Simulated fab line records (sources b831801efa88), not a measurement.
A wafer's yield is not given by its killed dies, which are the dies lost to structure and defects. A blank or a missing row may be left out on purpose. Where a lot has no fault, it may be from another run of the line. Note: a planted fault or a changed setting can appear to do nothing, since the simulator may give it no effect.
Chamber matching | flow sky130 | 4 sister chambers for SKY_VIA4_ETCH_12 on rieDiel-03
The step etches SiO2 in C4F8/O2/Ar, stops on TiN, target depth 580 nm. 14 wafers are shown with their chamber, then 7 later ones without.

## EACH WAFER AND ITS CHAMBER
wafer  | chamber | oesProductAu (a.u.)
L075.3 | 0       | 0.922
L075.4 | 1       | 0.928
L075.5 | 2       | 0.930
L080.1 | 0       | 0.927
L080.3 | 3       | 0.914
L080.4 | 2       | 0.927
L081.2 | 2       | 0.925
L081.5 | 0       | 0.926
L081.6 | 3       | 0.935
L088.1 | 2       | 0.921
L088.3 | 0       | 0.929
L088.4 | 3       | 0.928
L089.2 | 1       | 0.927
L089.3 | 0       | 0.928

SIGNATURES (means of the wafers above)
reading      | chamber 0 | chamber 1 | chamber 2 | chamber 3 | scatter within a chamber
oesProductAu | 0.92640   | 0.92750   | 0.92575   | 0.92567   | 0.00549
Rule: for each reading, subtract the chamber's mean from the wafer's reading, divide by that reading's scatter and square the result; add these up over the readings and take the root, which gives the wafer's distance from the chamber. The wafer belongs to the nearest chamber; if the next one is less than 2 further off, it can't be placed. The scatter: take each reading less its chamber's mean, square it, sum over the shown wafers, divide by the number of wafers less the number of chambers, and take the root.

## WAFERS WITH NO CHAMBER GIVEN
wafer  | oesProductAu (a.u.)
L089.4 | 0.926
L091.2 | 0.919
L091.4 | 0.925
L091.5 | 0.929
L092.1 | 0.929
L092.2 | 0.920
L092.4 | 0.925

## THE CHAMBER EACH PASSED THROUGH
wafer  | from the rows above               | in truth
L089.4 | can't be placed: 2 or 3 or 0 or 1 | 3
L091.2 | can't be placed: 3 or 2 or 0 or 1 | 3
L091.4 | can't be placed: 3 or 2 or 0 or 1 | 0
L091.5 | can't be placed: 1 or 0 or 2 or 3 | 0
L092.1 | can't be placed: 1 or 0 or 2 or 3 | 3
L092.2 | can't be placed: 3 or 2 or 0 or 1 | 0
L092.4 | can't be placed: 3 or 2 or 0 or 1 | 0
0 of 7 placed correctly. Can't be placed from these rows: 7 (the true chamber is among the candidates in 7). Wrongly placed: 0.
